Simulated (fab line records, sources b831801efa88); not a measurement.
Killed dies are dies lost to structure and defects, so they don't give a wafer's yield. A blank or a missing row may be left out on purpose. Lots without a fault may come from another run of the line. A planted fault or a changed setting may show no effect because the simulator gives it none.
fab line records | flow gf180mcu
record lots=5 wafers=15 last_day=34
route steps=602 shown HV_LDD@202 NSD@235
lots that met no fault: from a run of the same line without faults
start_h: hours from the record's first day to the start of the lot's first wafer shown | wait_h: hours since the lot's step before | " the same as in the row above | L1.1+2: a row that stands for several wafers | - no value, or no start given | * or withheld: withheld | < > ~ a bound
route shown NAME@n: a module of which the file shows steps, and the number in the route of the first | usual: mean/standard deviation of fault-free wafers | same: alike in all rows | chamber/n: place in a boat | sites: the reading at each site | _std_site: their standard deviation | _edge_site: outer sites' mean less inner sites' | radius_mm: how far each site lies from the wafer's centre | mask NAME#n: copy n | behind: the tool/chamber that last shaped the wafer | hold: why the lot was held/for how many hours/how that ended | device: the transistor (n, p or np) that didn't switch | end of line: the same wafers' tests at the end of the route | a step without rows: its recipe alone | killed: dies lost to structure and defects at the first sort, not the wafer's yield | map: a wafer's dies, x killed, . not, _ none there
set.NAME: the setting as run; set.NAME@STEP: as run at that earlier step | model.NAME: the simulator's own value behind a step, which no gauge read
lots at some steps of the route; a table a step, a row a wafer
services: from which hour (start_h, from the record's first day; less than 0 if before it) a tool's chamber was out of use, for how many hours, and why
## steps
# step GF_HV_LDD_COAT_26
# recipe resist=NOVOLAK spin_rpm=3000 resist_thk_nm=1000
# usual chill_plate_temp_C=23.02/0.095
# columns lot.wafer tool chamber start_h wait_h chill_plate_temp_C
L081.1 litho_track-04 0 298.15 0.1 22.91
L081.5 " 0 " " 23.04
L081.6 " 0 " " 23.14
L082.2 litho_track-01 0 305.63 0.1 23.13
L082.4 " 0 " " 23.06
L082.5 " 0 " " 23.02
L084.2 litho_track-01 0 321.33 0.1 23.01
L084.3 " 0 " " 22.92
L084.5 " 0 " " 22.89
L095.2 litho_track-04 0 410.77 0.1 23.00
L095.4 " 0 " " 22.97
L095.5 " 0 " " 23.07
L096.3 litho_track-04 0 415.04 0.1 22.99
L096.5 " 0 " " 23.10
L096.6 " 0 " " 22.87
# step GF_HV_LDD_SOFTBAKE_27
# recipe temp_c=90 time_s=60 resist=NOVOLAK
# usual chill_plate_temp_C=22.94/0.11 plate_temp_C=90.01/0.15
# columns lot.wafer tool chamber start_h wait_h chill_plate_temp_C plate_temp_C
L081.1 litho_track-04 0 298.30 0.1 22.90 89.75
L081.5 " 0 " " 22.89 89.84
L081.6 " 0 " " 23.01 89.92
L082.2 litho_track-01 0 305.78 0.1 22.83 89.66
L082.4 " 0 " " 22.89 89.71
L082.5 " 0 " " 22.83 89.87
L084.2 litho_track-01 0 321.48 0.1 22.97 90.04
L084.3 " 0 " " 22.78 90.03
L084.5 " 0 " " 22.77 90.16
L095.2 litho_track-04 0 410.92 0.1 22.95 90.11
L095.4 " 0 " " 23.11 90.23
L095.5 " 0 " " 22.98 89.98
L096.3 litho_track-04 0 415.19 0.1 23.00 89.86
L096.5 " 0 " " 23.01 89.87
L096.6 " 0 " " 22.90 89.74
# step GF_HV_LDD_EXPOSE_28
# recipe mask_id=Nplus_HV_AREA target_cd_nm=400 na=0.6 source_shape=conventional sigma_outer=0.6 dose_mj=140
# columns lot.wafer tool chamber start_h wait_h mask
L081.1+5+6 iline_stepper-01 0 - - Nplus_HV_AREA#0
L082.2+4+5 iline_stepper-01 0 - - Nplus_HV_AREA#0
L084.2+3+5 iline_stepper-01 0 - - Nplus_HV_AREA#0
L095.2+4+5 iline_stepper-02 0 - - Nplus_HV_AREA#0
L096.3+5+6 iline_stepper-02 0 - - Nplus_HV_AREA#0
# step GF_HV_LDD_PEB_29
# recipe temp_c=withheld time_s=* resist=NOVOLAK
# usual chill_plate_temp_C=*
# columns lot.wafer tool chamber start_h wait_h chill_plate_temp_C
L081.1 litho_track-04 0 - - *
L081.5 " 0 " " *
L081.6 " 0 " " *
L082.2 litho_track-01 0 - - *
L082.4 " 0 " " *
L082.5 " 0 " " *
L084.2 litho_track-02 0 - - *
L084.3 " 0 " " *
L084.5 " 0 " " *
L095.2 litho_track-02 0 - - *
L095.4 " 0 " " *
L095.5 " 0 " " *
L096.3 litho_track-02 0 - - *
L096.5 " 0 " " *
L096.6 " 0 " " *
# step GF_HV_LDD_DEVELOP_30
# recipe develop_time_s=60 dev_temp_c=23
# usual chill_plate_temp_C=22.97/0.11
# columns lot.wafer tool chamber start_h wait_h chill_plate_temp_C
L081.1 litho_track-04 0 308.80 0.1 22.91
L081.5 " 0 " " 22.92
L081.6 " 0 " " 23.00
L082.2 litho_track-01 0 315.98 0.1 22.77
L082.4 " 0 " " 22.98
L082.5 " 0 " " 23.07
L084.2 litho_track-02 0 332.14 0.1 22.89
L084.3 " 0 " " 23.17
L084.5 " 0 " " 23.02
L095.2 litho_track-02 0 422.44 0.1 22.81
L095.4 " 0 " " 23.00
L095.5 " 0 " " 22.91
L096.3 litho_track-02 0 427.36 0.1 22.86
L096.5 " 0 " " 22.99
L096.6 " 0 " " 23.22
# step GF_HV_LDD_CD_MEAS_31
# recipe target_cd_nm=400
# usual cd_nm=400.5/2.5
# columns lot.wafer tool chamber start_h wait_h cd_nm
L081.1 cd_sem-02 - 308.95 0.1 401.0
L081.5 " - " " 402.9
L081.6 " - " " 401.7
L082.2 cd_sem-02 - 316.12 0.1 399.9
L082.4 " - " " 400.4
L082.5 " - " " 398.6
L084.2 cd_sem-01 - 332.28 0.1 397.7
L084.3 " - " " 398.1
L084.5 " - " " 396.5
L095.2 cd_sem-01 - 422.58 0.1 398.9
L095.4 " - " " 398.3
L095.5 " - " " 396.4
L096.3 cd_sem-02 - 427.50 0.1 396.8
L096.5 " - " " 394.5
L096.6 " - " " 396.9
# step GF_HV_LDD_OVL_MEAS_32
# usual HV_LDD_02_OVL=-0.2/1.4
# columns lot.wafer tool chamber start_h wait_h HV_LDD_02_OVL[nm]
L081.1 overlay-01 - 309.07 0.1 -0.2
L081.5 " - " " -0.6
L081.6 " - " " 0.0
L082.2 overlay-02 - 316.23 0.1 -1.4
L082.4 " - " " -0.5
L082.5 " - " " -2.6
L084.2 overlay-02 - 332.39 0.1 -2.4
L084.3 " - " " -1.5
L084.5 " - " " 0.7
L095.2 overlay-02 - 422.69 0.1 0.7
L095.4 " - " " -0.1
L095.5 " - " " 0.3
L096.3 overlay-02 - 427.59 0.1 -0.9
L096.5 " - " " -0.5
L096.6 " - " " -2.3
# step GF_HV_LDD_IMPLANT_33
# recipe species=P energy_kev=60 dose_cm2=7.863e+12 tilt_deg=30 rotation_deg=0
# columns lot.wafer tool chamber start_h wait_h
L081.1+5+6 implanter-01 0 309.10 0.0
L082.2+4+5 implanter-04 0 316.28 0.0
L084.2+3+5 implanter-01 0 332.44 0.0
L095.2+4+5 implanter-04 0 422.74 0.0
L096.3+5+6 implanter-01 0 427.67 0.1
# step GF_HV_LDD_IMPLANT_34
# recipe species=P energy_kev=60 dose_cm2=7.5e+12 tilt_deg=30 rotation_deg=90
# columns lot.wafer tool chamber start_h wait_h
L081.1+5+6 implanter-01 0 309.25 0.1
L082.2+4+5 implanter-04 0 316.43 0.1
L084.2+3+5 implanter-01 0 332.59 0.1
L095.2+4+5 implanter-04 0 422.89 0.1
L096.3+5+6 implanter-01 0 427.82 0.1
# step GF_HV_LDD_IMPLANT_35
# recipe species=P energy_kev=60 dose_cm2=7.5e+12 tilt_deg=30 rotation_deg=180
# columns lot.wafer tool chamber start_h wait_h
L081.1+5+6 implanter-01 0 309.40 0.1
L082.2+4+5 implanter-04 0 316.58 0.1
L084.2+3+5 implanter-01 0 332.74 0.1
L095.2+4+5 implanter-04 0 423.04 0.1
L096.3+5+6 implanter-01 0 427.97 0.1
# step GF_HV_LDD_IMPLANT_36
# recipe species=P energy_kev=60 dose_cm2=7.5e+12 tilt_deg=30 rotation_deg=270
# columns lot.wafer tool chamber start_h wait_h
L081.1+5+6 implanter-01 0 309.55 0.1
L082.2+4+5 implanter-04 0 316.73 0.1
L084.2+3+5 implanter-01 0 332.89 0.1
L095.2+4+5 implanter-04 0 423.19 0.1
L096.3+5+6 implanter-01 0 428.12 0.1
# step GF_HV_LDD_STRIP_37
# recipe chemistry=O2/N2 power_w=1400 pressure_mtorr=1500 platen_temp_c=250 o2_flow_sccm=3000 n2_flow_sccm=300 overash_fraction=0.5
# usual drypump_motor_current_A=5.61/0.21 heater_power_w=317/23 oes_product_au=0.716/0.0049 strip_time_to_endpoint_s=12.63/0.034
# same overash_fraction=0.5
# columns lot.wafer tool chamber start_h wait_h drypump_motor_current_A heater_power_w oes_product_au rf_hours_counter_h strip_time_to_endpoint_s
L081.1 plasma_asher-01 1 309.70 0.1 5.55 324 0.710 54 12.64
L081.5 " 1 " " 5.54 323 0.722 - 12.63
L081.6 " 0 " " 5.37 324 0.714 - 12.65
L082.2 plasma_asher-04 1 316.86 0.1 6.10 355 0.717 68 12.66
L082.4 " 1 " " 6.12 353 0.715 - 12.63
L082.5 " 0 " " 5.43 338 0.716 - 12.65
L084.2 plasma_asher-03 0 333.02 0.1 5.66 311 0.720 20 12.57
L084.3 " 1 " " 5.60 292 0.716 - 12.63
L084.5 " 0 " " 5.67 324 0.715 - 12.63
L095.2 plasma_asher-03 1 423.32 0.1 5.61 282 0.714 29 12.65
L095.4 " 0 " " 5.65 318 0.716 - 12.67
L095.5 " 0 " " 5.66 305 0.720 - 12.68
L096.3 plasma_asher-03 1 428.25 0.1 5.61 281 0.707 - 12.66
L096.5 " 0 " " 5.67 322 0.717 - 12.66
L096.6 " 1 " " 5.59 279 0.704 - 12.66
# step GF_HV_LDD_TW_MEAS_38
# usual HV_LDD_3_TW=1442/15
# columns lot.wafer tool chamber start_h wait_h HV_LDD_3_TW
L081.1 film_metro-01 - 309.80 0.1 1459
L081.5 " - " " 1459
L081.6 " - " " 1456
L082.2 film_metro-02 - 316.97 0.1 1430
L082.4 " - " " 1423
L082.5 " - " " 1426
L084.2 film_metro-01 - 333.13 0.1 1444
L084.3 " - " " 1452
L084.5 " - " " 1446
L095.2 film_metro-01 - 423.43 0.1 1460
L095.4 " - " " 1456
L095.5 " - " " 1463
L096.3 film_metro-01 - 428.34 0.1 1459
L096.5 " - " " 1455
L096.6 " - " " 1461
# step GF_HV_LDD_DEHYDRATE_39
# recipe temp_c=200 time_s=60
# usual chill_plate_temp_C=23.01/0.11 plate_temp_C=199.99/0.16
# columns lot.wafer tool chamber start_h wait_h chill_plate_temp_C plate_temp_C
L081.1 litho_track-04 0 319.44 9.6 22.83 200.07
L081.5 " 0 " " 22.90 200.07
L081.6 " 0 " " 22.86 199.69
L082.2 litho_track-04 0 326.57 9.6 23.01 199.76
L082.4 " 0 " " 22.95 199.74
L082.5 " 0 " " 23.18 199.90
L084.2 litho_track-01 0 343.38 10.2 22.99 199.85
L084.3 " 0 " " 22.93 199.82
L084.5 " 0 " " 22.91 200.07
L095.2 litho_track-04 0 434.87 11.4 23.19 200.04
L095.4 " 0 " " 23.10 199.97
L095.5 " 0 " " 23.01 200.02
L096.3 litho_track-02 0 439.61 11.3 23.05 199.85
L096.5 " 0 " " 23.00 199.61
L096.6 " 0 " " 22.95 199.59
# step GF_HV_LDD_HMDS_40
# recipe prime_time_s=60 prime_temp_c=120
# usual chill_plate_temp_C=23.03/0.1
# columns lot.wafer tool chamber start_h wait_h chill_plate_temp_C
L081.1 litho_track-04 0 319.59 0.1 22.92
L081.5 " 0 " " 22.96
L081.6 " 0 " " 23.05
L082.2 litho_track-04 0 326.72 0.1 23.00
L082.4 " 0 " " 22.85
L082.5 " 0 " " 22.89
L084.2 litho_track-01 0 343.53 0.1 22.88
L084.3 " 0 " " 22.97
L084.5 " 0 " " 22.97
L095.2 litho_track-04 0 435.02 0.1 23.15
L095.4 " 0 " " 23.10
L095.5 " 0 " " 23.04
L096.3 litho_track-02 0 439.76 0.1 23.05
L096.5 " 0 " " 23.12
L096.6 " 0 " " 23.05
# step GF_HV_LDD_COAT_41
# recipe resist=NOVOLAK spin_rpm=3000 resist_thk_nm=1000
# usual chill_plate_temp_C=22.98/0.12
# columns lot.wafer tool chamber start_h wait_h chill_plate_temp_C
L081.1 litho_track-04 0 319.74 0.1 22.88
L081.5 " 0 " " 23.04
L081.6 " 0 " " 22.91
L082.2 litho_track-04 0 326.87 0.1 22.90
L082.4 " 0 " " 22.90
L082.5 " 0 " " 22.92
L084.2 litho_track-01 0 343.68 0.1 23.15
L084.3 " 0 " " 23.13
L084.5 " 0 " " 23.09
L095.2 litho_track-04 0 435.17 0.1 23.05
L095.4 " 0 " " 23.01
L095.5 " 0 " " 23.08
L096.3 litho_track-02 0 439.91 0.1 22.86
L096.5 " 0 " " 22.85
L096.6 " 0 " " 22.83
# step GF_HV_LDD_SOFTBAKE_42
# recipe temp_c=90 time_s=60 resist=NOVOLAK
# usual chill_plate_temp_C=22.97/0.099 plate_temp_C=90.00/0.12
# columns lot.wafer tool chamber start_h wait_h chill_plate_temp_C plate_temp_C
L081.1 litho_track-04 0 319.89 0.1 22.96 89.73
L081.5 " 0 " " 22.82 89.93
L081.6 " 0 " " 22.94 90.12
L082.2 litho_track-04 0 327.02 0.1 22.87 90.13
L082.4 " 0 " " 23.00 89.93
L082.5 " 0 " " 22.94 89.91
L084.2 litho_track-01 0 343.83 0.1 23.04 90.00
L084.3 " 0 " " 23.08 89.86
L084.5 " 0 " " 22.95 89.86
L095.2 litho_track-04 0 435.32 0.1 23.02 89.94
L095.4 " 0 " " 22.87 89.87
L095.5 " 0 " " 22.79 89.91
L096.3 litho_track-02 0 440.06 0.1 22.90 90.11
L096.5 " 0 " " 23.09 89.97
L096.6 " 0 " " 22.91 90.01
# step GF_HV_LDD_EXPOSE_43
# recipe mask_id=Pplus_HV_AREA target_cd_nm=400 na=0.6 source_shape=conventional sigma_outer=0.6 dose_mj=140
# columns lot.wafer tool chamber start_h wait_h mask
L081.1+5+6 iline_stepper-02 0 - - Pplus_HV_AREA#0
L082.2+4+5 iline_stepper-01 0 - - Pplus_HV_AREA#0
L084.2+3+5 iline_stepper-02 0 - - Pplus_HV_AREA#0
L095.2+4+5 iline_stepper-01 0 - - Pplus_HV_AREA#0
L096.3+5+6 iline_stepper-01 0 - - Pplus_HV_AREA#0
# step GF_HV_LDD_PEB_44
# recipe temp_c=withheld time_s=* resist=NOVOLAK
# usual chill_plate_temp_C=*
# columns lot.wafer tool chamber start_h wait_h chill_plate_temp_C
L081.1 litho_track-04 0 - - *
L081.5 " 0 " " *
L081.6 " 0 " " *
L082.2 litho_track-02 0 - - *
L082.4 " 0 " " *
L082.5 " 0 " " *
L084.2 litho_track-02 0 - - *
L084.3 " 0 " " *
L084.5 " 0 " " *
L095.2 litho_track-01 0 - - *
L095.4 " 0 " " *
L095.5 " 0 " " *
L096.3 litho_track-04 0 - - *
L096.5 " 0 " " *
L096.6 " 0 " " *
# step GF_HV_LDD_DEVELOP_45
# recipe develop_time_s=60 dev_temp_c=23
# usual chill_plate_temp_C=22.97/0.11
# columns lot.wafer tool chamber start_h wait_h chill_plate_temp_C
L081.1 litho_track-04 0 330.59 0.1 22.65
L081.5 " 0 " " 22.70
L081.6 " 0 " " 22.74
L082.2 litho_track-02 0 337.44 0.1 22.93
L082.4 " 0 " " 23.02
L082.5 " 0 " " 22.97
L084.2 litho_track-02 0 354.69 0.1 22.74
L084.3 " 0 " " 22.85
L084.5 " 0 " " 22.98
L095.2 litho_track-01 0 447.02 0.1 23.10
L095.4 " 0 " " 22.99
L095.5 " 0 " " 22.98
L096.3 litho_track-04 0 452.49 0.1 23.06
L096.5 " 0 " " 23.05
L096.6 " 0 " " 23.02
# step GF_HV_LDD_CD_MEAS_46
# recipe target_cd_nm=400
# usual cd_nm=400.2/2
# columns lot.wafer tool chamber start_h wait_h cd_nm
L081.1 cd_sem-01 - 330.74 0.1 400.4
L081.5 " - " " 396.4
L081.6 " - " " 399.7
L082.2 cd_sem-01 - 337.58 0.1 401.5
L082.4 " - " " 398.6
L082.5 " - " " 399.8
L084.2 cd_sem-01 - 354.83 0.1 397.0
L084.3 " - " " 398.9
L084.5 " - " " 401.0
L095.2 cd_sem-01 - 447.17 0.1 397.7
L095.4 " - " " 398.4
L095.5 " - " " 398.3
L096.3 cd_sem-02 - 452.63 0.1 403.2
L096.5 " - " " 402.7
L096.6 " - " " 403.2
# step GF_HV_LDD_OVL_MEAS_47
# usual HV_LDD_03_OVL=0.1/1.6
# columns lot.wafer tool chamber start_h wait_h HV_LDD_03_OVL[nm]
L081.1 overlay-01 - 330.86 0.1 0.3
L081.5 " - " " 2.0
L081.6 " - " " 1.0
L082.2 overlay-01 - 337.69 0.1 -1.5
L082.4 " - " " 0.5
L082.5 " - " " -0.5
L084.2 overlay-02 - 354.94 0.1 -0.2
L084.3 " - " " 0.6
L084.5 " - " " 1.8
L095.2 overlay-01 - 447.27 0.1 0.5
L095.4 " - " " 0.8
L095.5 " - " " 0.3
L096.3 overlay-02 - 452.72 0.1 -1.0
L096.5 " - " " -0.9
L096.6 " - " " -1.4
# step GF_HV_LDD_IMPLANT_48
# recipe species=B energy_kev=25 dose_cm2=3e+13 tilt_deg=7
# columns lot.wafer tool chamber start_h wait_h
L081.1+5+6 implanter-04 0 330.90 0.0
L082.2+4+5 implanter-01 0 337.74 0.0
L084.2+3+5 implanter-03 0 354.99 0.0
L095.2+4+5 implanter-03 0 447.33 0.0
L096.3+5+6 implanter-03 0 452.80 0.1
# step GF_HV_LDD_STRIP_49
# recipe chemistry=O2/N2 power_w=1400 pressure_mtorr=1500 platen_temp_c=250 o2_flow_sccm=3000 n2_flow_sccm=300 overash_fraction=0.5
# usual drypump_motor_current_A=5.64/0.25 heater_power_w=322/23 oes_product_au=0.716/0.0047 strip_time_to_endpoint_s=12.627/0.03
# same overash_fraction=0.5
# columns lot.wafer tool chamber start_h wait_h drypump_motor_current_A heater_power_w oes_product_au rf_hours_counter_h strip_time_to_endpoint_s
L081.1 plasma_asher-03 1 331.05 0.1 5.59 283 0.712 20 12.650
L081.5 " 1 " " 5.60 275 0.714 - 12.581
L081.6 " 0 " " 5.66 321 0.707 - 12.598
L082.2 plasma_asher-03 0 337.87 0.1 5.67 311 0.722 21 12.609
L082.4 " 0 " " 5.66 323 0.729 - 12.634
L082.5 " 1 " " 5.56 271 0.719 - 12.621
L084.2 plasma_asher-01 0 355.12 0.1 5.38 331 0.724 58 12.637
L084.3 " 1 " " 5.56 317 0.719 - 12.629
L084.5 " 1 " " 5.56 330 0.715 - 12.606
L095.2 plasma_asher-03 0 447.45 0.1 5.67 314 0.725 32 12.608
L095.4 " 1 " " 5.60 287 0.722 - 12.644
L095.5 " 0 " " 5.65 319 0.711 - 12.620
L096.3 plasma_asher-01 1 452.93 0.1 5.58 317 0.720 - 12.593
L096.5 " 1 " " 5.56 319 0.717 - 12.609
L096.6 " 0 " " 5.39 329 0.712 - 12.639
# step GF_HV_LDD_TW_MEAS_50
# usual HV_LDD_4_TW=567/5.3
# columns lot.wafer tool chamber start_h wait_h HV_LDD_4_TW
L081.1 film_metro-02 - 331.15 0.1 565
L081.5 " - " " 565
L081.6 " - " " 565
L082.2 film_metro-02 - 337.98 0.1 559
L082.4 " - " " 562
L082.5 " - " " 561
L084.2 film_metro-04 - 355.23 0.1 571
L084.3 " - " " 571
L084.5 " - " " 572
L095.2 film_metro-02 - 447.56 0.1 563
L095.4 " - " " 565
L095.5 " - " " 566
L096.3 film_metro-02 - 453.02 0.1 565
L096.5 " - " " 563
L096.6 " - " " 564
# step GF_HV_LDD_CLEAN_51
# recipe chemistry=SC1/SC2 mix=1:4:20 temp_c=70 time_s=150 dry=n2_spin
# columns lot.wafer tool chamber start_h wait_h
L081.1+5+6 wet_bench-04 3 331.21 0.1
L082.2+4+5 wet_bench-02 2 338.03 0.0
L084.2+3+5 wet_bench-04 2 355.28 0.0
L095.2+4+5 wet_bench-02 2 447.61 0.0
L096.3+5+6 wet_bench-01 3 453.06 0.0
# step GF_HV_LDD_RTA_52
# recipe temp_c=1000 time_s=10 ambient=N2
# usual lamp_power_pct=34.0/0.56 wafer_temp_C_max=1004.9/1
# columns lot.wafer tool chamber start_h wait_h lamp_power_pct wafer_temp_C_max
L081.1 rtp_anneal-01 0 331.26 0.0 34.6 1003.9
L081.5 " 0 " " 34.5 1006.1
L081.6 " 0 " " 34.6 1003.8
L082.2 rtp_anneal-02 0 338.09 0.0 33.5 1005.3
L082.4 " 0 " " 33.5 1003.9
L082.5 " 0 " " 33.5 1004.7
L084.2 rtp_anneal-01 0 355.34 0.0 34.6 1005.1
L084.3 " 0 " " 34.6 1004.8
L084.5 " 0 " " 34.6 1004.4
L095.2 rtp_anneal-02 0 447.69 0.0 33.5 1005.0
L095.4 " 0 " " 33.5 1005.4
L095.5 " 0 " " 33.5 1004.3
L096.3 rtp_anneal-02 0 453.13 0.0 33.5 1005.0
L096.5 " 0 " " 33.5 1004.8
L096.6 " 0 " " 33.5 1004.6
# step GF_HV_LDD_RS_MEAS_53
# recipe thk_meas_gauge=four-point-probe
# usual HV_LDD_RS=417.2/0.96
# columns lot.wafer tool chamber start_h wait_h HV_LDD_RS[ohm/sq]
L081.1 film_metro-01 - 331.33 0.1 419.1
L081.5 " - " " 419.5
L081.6 " - " " 417.5
L082.2 film_metro-01 - 338.17 0.1 416.7
L082.4 " - " " 418.2
L082.5 " - " " 419.0
L084.2 film_metro-02 - 355.42 0.1 418.1
L084.3 " - " " 416.8
L084.5 " - " " 418.4
L095.2 film_metro-01 - 447.76 0.1 416.8
L095.4 " - " " 415.4
L095.5 " - " " 415.9
L096.3 film_metro-04 - 453.22 0.1 416.3
L096.5 " - " " 416.9
L096.6 " - " " 416.0
# step GF_HV_LDD_CVD_54
# recipe material=SiO2 target_thk_nm=10 precursor=TEOS temp_c=680 time_s=75 pressure_mtorr=400
# usual spike_tc_lower_C=680.7/1.4 zone_power_centre_pct=10.6/0.92
# columns lot.wafer tool chamber start_h wait_h spike_tc_lower_C zone_power_centre_pct
L081.1 lpcvd-02 1 331.45 0.1 680.8 11.2
L081.5 " 1 " " 680.4 11.4
L081.6 " 1 " " 680.2 11.3
L082.2 lpcvd-01 1 338.27 0.1 678.9 11.9
L082.4 " 1 " " 679.6 11.6
L082.5 " 1 " " 680.7 11.6
L084.2 lpcvd-01 0 355.52 0.1 682.9 9.5
L084.3 " 0 " " 681.2 9.7
L084.5 " 0 " " 681.8 9.5
L095.2 lpcvd-01 0 447.86 0.1 683.1 9.4
L095.4 " 0 " " 679.7 9.7
L095.5 " 0 " " 682.1 9.6
L096.3 lpcvd-02 0 453.30 0.1 680.8 10.7
L096.5 " 0 " " 681.1 10.8
L096.6 " 0 " " 681.7 10.9
# step GF_HV_LDD_THK_MEAS_55
# recipe reads=SiO2_of_HV_LDD_CVD_54
# usual HV_LDD_CVD_54_THK=10.07/0.15
# columns lot.wafer tool chamber start_h wait_h HV_LDD_CVD_54_THK[nm]
L081.1 film_metro-01 - 332.47 0.0 9.77
L081.5 " - " " 9.73
L081.6 " - " " 9.94
L082.2 film_metro-04 - 339.30 0.0 10.04
L082.4 " - " " 10.07
L082.5 " - " " 9.97
L084.2 film_metro-01 - 356.58 0.0 10.02
L084.3 " - " " 9.94
L084.5 " - " " 10.09
L095.2 film_metro-01 - 448.89 0.0 10.11
L095.4 " - " " 10.07
L095.5 " - " " 9.96
L096.3 film_metro-01 - 454.34 0.0 9.86
L096.5 " - " " 10.00
L096.6 " - " " 9.96
# step GF_HV_LDD_CVD_56
# recipe material=Si3N4 precursor=DCS/NH3 target_thk_nm=90 temp_c=770 time_s=1543 pressure_mtorr=250
# usual spike_tc_lower_C=770.4/1.4 zone_power_centre_pct=13.9/0.9
# columns lot.wafer tool chamber start_h wait_h spike_tc_lower_C zone_power_centre_pct
L081.1 lpcvd-02 1 332.53 0.1 768.9 14.2
L081.5 " 1 " " 769.2 14.0
L081.6 " 1 " " 769.9 14.2
L082.2 lpcvd-02 1 339.35 0.0 769.4 14.4
L082.4 " 1 " " 771.6 14.3
L082.5 " 1 " " 769.8 14.5
L084.2 lpcvd-01 1 358.56 2.0 770.5 14.8
L084.3 " 1 " " 769.6 14.7
L084.5 " 1 " " 769.8 14.9
L095.2 lpcvd-02 0 448.94 0.0 770.9 13.6
L095.4 " 0 " " 771.4 13.7
L095.5 " 0 " " 772.6 13.8
L096.3 lpcvd-01 0 454.38 0.0 772.0 12.2
L096.5 " 0 " " 771.3 12.2
L096.6 " 0 " " 771.0 12.1
# step GF_HV_LDD_THK_MEAS_57
# recipe reads=Si3N4_of_HV_LDD_CVD_56
# usual HV_LDD_CVD_56_THK=90.3/0.91
# columns lot.wafer tool chamber start_h wait_h HV_LDD_CVD_56_THK[nm]
L081.1 film_metro-01 - 333.96 0.0 89.6
L081.5 " - " " 90.1
L081.6 " - " " 90.0
L082.2 film_metro-01 - 340.79 0.0 89.3
L082.4 " - " " 89.7
L082.5 " - " " 88.8
L084.2 film_metro-01 - 360.00 0.0 90.6
L084.3 " - " " 90.3
L084.5 " - " " 90.4
L095.2 film_metro-02 - 450.38 0.0 89.6
L095.4 " - " " 89.3
L095.5 " - " " 89.9
L096.3 film_metro-02 - 455.82 0.0 90.1
L096.5 " - " " 89.9
L096.6 " - " " 90.5
# step GF_HV_LDD_ETCHBACK_58
# recipe chemistry=CH3F/O2 target=Si3N4 stop_on=SiO2 source_w=386.5 bias_w=80 pressure_mtorr=25 ch3f_flow_sccm=40 O2_flow_sccm=30 time_s=100 target_depth_a=900
# usual O2_flow_sccm=29.98/0.089 drypump_motor_current_A=5.8/0.42 oes_product_au=0.844/0.0067 throttle_valve_pct=10.561/0.01
# columns lot.wafer tool chamber start_h wait_h O2_flow_sccm drypump_motor_current_A oes_product_au rf_hours_counter_h throttle_valve_pct
L081.1 rie_diel-01 0 334.02 0.1 30.02 6.3 0.835 4 10.557
L081.5 " 1 " " 29.85 5.4 0.849 - 10.568
L081.6 " 0 " " 30.06 6.4 0.841 - 10.563
L082.2 rie_diel-04 3 340.84 0.0 30.01 5.7 0.849 66 10.557
L082.4 " 1 " " 29.96 5.9 0.852 72 10.577
L082.5 " 3 " " 30.08 5.8 0.837 - 10.552
L084.2 rie_diel-03 1 360.05 0.0 30.08 5.3 0.838 7 10.552
L084.3 " 2 " " 30.08 5.2 0.834 1 10.566
L084.5 " 1 " " 30.02 5.3 0.850 - 10.585
L095.2 rie_diel-01 2 450.43 0.0 29.73 5.4 0.841 12 10.557
L095.4 " 0 " " 29.97 6.3 0.843 7 10.566
L095.5 " 1 " " 29.81 5.4 0.846 - 10.566
L096.3 rie_diel-04 2 455.86 0.0 29.96 6.2 0.838 31 10.542
L096.5 " 0 " " 30.03 6.7 0.839 - 10.574
L096.6 " 3 " " 30.04 5.7 0.844 - 10.568
# step GF_NSD_DEHYDRATE_00
# recipe temp_c=200 time_s=60
# usual chill_plate_temp_C=23.01/0.12 plate_temp_C=199.97/0.16
# columns lot.wafer tool chamber start_h wait_h chill_plate_temp_C plate_temp_C
L081.1 litho_track-03 0 344.25 10.2 22.99 199.88
L081.5 " 0 " " 22.97 199.87
L081.6 " 0 " " 22.88 199.94
L082.2 litho_track-03 0 351.22 10.3 23.13 200.14
L082.4 " 0 " " 23.06 199.82
L082.5 " 0 " " 22.95 200.11
L084.2 litho_track-03 0 370.57 10.5 23.12 200.03
L084.3 " 0 " " 23.12 199.96
L084.5 " 0 " " 23.20 199.97
L095.2 litho_track-01 0 461.47 11.0 22.98 199.78
L095.4 " 0 " " 23.13 199.80
L095.5 " 0 " " 23.00 199.88
L096.3 litho_track-03 0 467.25 11.3 22.96 199.96
L096.5 " 0 " " 23.08 199.94
L096.6 " 0 " " 23.04 200.14
# step GF_NSD_HMDS_01
# recipe prime_time_s=60 prime_temp_c=120
# usual chill_plate_temp_C=23.00/0.093
# columns lot.wafer tool chamber start_h wait_h chill_plate_temp_C
L081.1 litho_track-03 0 344.40 0.1 23.09
L081.5 " 0 " " 23.20
L081.6 " 0 " " 23.16
L082.2 litho_track-03 0 351.37 0.1 23.14
L082.4 " 0 " " 22.97
L082.5 " 0 " " 23.06
L084.2 litho_track-03 0 370.72 0.1 23.02
L084.3 " 0 " " 22.92
L084.5 " 0 " " 22.97
L095.2 litho_track-01 0 461.62 0.1 23.02
L095.4 " 0 " " 23.05
L095.5 " 0 " " 22.96
L096.3 litho_track-03 0 467.40 0.1 23.00
L096.5 " 0 " " 23.07
L096.6 " 0 " " 23.16
# step GF_NSD_COAT_02
# recipe resist=NOVOLAK spin_rpm=3000 resist_thk_nm=1000
# usual chill_plate_temp_C=23.00/0.099
# columns lot.wafer tool chamber start_h wait_h chill_plate_temp_C
L081.1 litho_track-03 0 344.55 0.1 22.95
L081.5 " 0 " " 23.01
L081.6 " 0 " " 22.86
L082.2 litho_track-03 0 351.52 0.1 23.02
L082.4 " 0 " " 22.99
L082.5 " 0 " " 23.11
L084.2 litho_track-03 0 370.87 0.1 23.01
L084.3 " 0 " " 22.99
L084.5 " 0 " " 23.06
L095.2 litho_track-01 0 461.77 0.1 23.02
L095.4 " 0 " " 23.09
L095.5 " 0 " " 23.01
L096.3 litho_track-03 0 467.55 0.1 23.02
L096.5 " 0 " " 22.93
L096.6 " 0 " " 22.86
## services
# columns tool chamber start_h hours kind
plasma_asher-03 - 287.45 3.0 repair
rie_diel-04 2 302.66 23.4 repair
lpcvd-02 - 304.78 4.3 pm
litho_track-04 - 314.15 - consumable_replace:filter
implanter-04 - 325.63 2.2 repair
rie_diel-03 2 328.92 2.9 repair
iline_stepper-01 - 334.55 0.9 repair
rtp_anneal-01 - 336.14 2.6 pm
rie_diel-01 - 351.23 1.8 repair
iline_stepper-02 - 351.92 1.7 pm
implanter-01 - 352.03 2.1 repair
lpcvd-02 - 355.93 6.0 pm
implanter-03 - 364.70 0.7 repair
plasma_asher-01 - 371.29 1.1 repair
rie_diel-03 1 374.91 7.7 repair
implanter-03 - 376.21 6.9 pm
implanter-03 - 393.41 5.5 repair
implanter-04 - 397.26 9.2 pm
implanter-03 - 421.40 1.2 repair
rie_diel-01 1 427.39 6.7 repair
implanter-03 - 428.00 6.6 pm
lpcvd-02 - 428.56 14.6 pm
plasma_asher-04 - 448.14 0.6 repair
rie_diel-03 0 459.74 12.5 repair
## key
fault none
